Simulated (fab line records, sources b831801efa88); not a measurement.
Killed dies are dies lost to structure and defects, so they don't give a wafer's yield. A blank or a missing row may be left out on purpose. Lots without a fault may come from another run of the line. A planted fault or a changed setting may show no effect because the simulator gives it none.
Chamber matching | flow gf180mcu | GF_V4_CMP_04 on cmp-01: 4 sister chambers
The step polishes SiO2. 7 wafers are shown with their chamber, then 11 later ones without.

WAFERS WITH THEIR CHAMBER
wafer  | chamber | motor_current_A (A) | time_to_endpoint_s (s)
L462.3 | 3       | 11.2                | 87
L464.5 | 0       | 14.4                | 74
L466.2 | 0       | 15.0                | 68
L470.4 | 2       | 13.3                | 79
L473.4 | 2       | 13.7                | 88
L473.6 | 1       | 11.2                | 87
L477.1 | 1       | 11.5                | 77

WAFERS WITHOUT THEIR CHAMBER
wafer  | motor_current_A (A) | time_to_endpoint_s (s)
L477.2 | 12.9                | 81
L477.3 | 14.2                | 65
L478.1 | 11.5                | 72
L478.3 | 11.2                | 80
L478.5 | 11.4                | 80
L481.2 | 14.0                | 72
L481.3 | 13.9                | 82
L481.5 | 11.7                | 86
L483.1 | 11.8                | 85
L483.3 | 15.1                | 76
L483.4 | 10.9                | 76

WHICH CHAMBER EACH WENT THROUGH
wafer  | from the rows above     | in truth
L477.2 | 2                       | 2
L477.3 | can't be placed: 0 or 2 | 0
L478.1 | can't be placed: 1 or 3 | 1
L478.3 | can't be placed: 1 or 3 | 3
L478.5 | can't be placed: 1 or 3 | 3
L481.2 | can't be placed: 0 or 2 | 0
L481.3 | can't be placed: 2 or 0 | 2
L481.5 | can't be placed: 1 or 3 | 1
L483.1 | can't be placed: 1 or 3 | 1
L483.3 | 0                       | 0
L483.4 | can't be placed: 1 or 3 | 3
Placed correctly: 2 of 11. Can't be placed from these rows: 9 (the true chamber is among the candidates in 9). Placed wrongly: 0.
How it was worked out, from the rows above alone: a wafer's distance from a chamber is the root of the sum, over the readings, of the square of ((its reading less the chamber's mean) divided by the reading's scatter). The wafer belongs to the nearest chamber; if the next one is less than 2 further off, it can't be placed. A chamber's mean is the mean of its shown wafers. The scatter: the root of (the sum of the squares of (reading less its chamber's mean) over the shown wafers, divided by (wafers less chambers)).
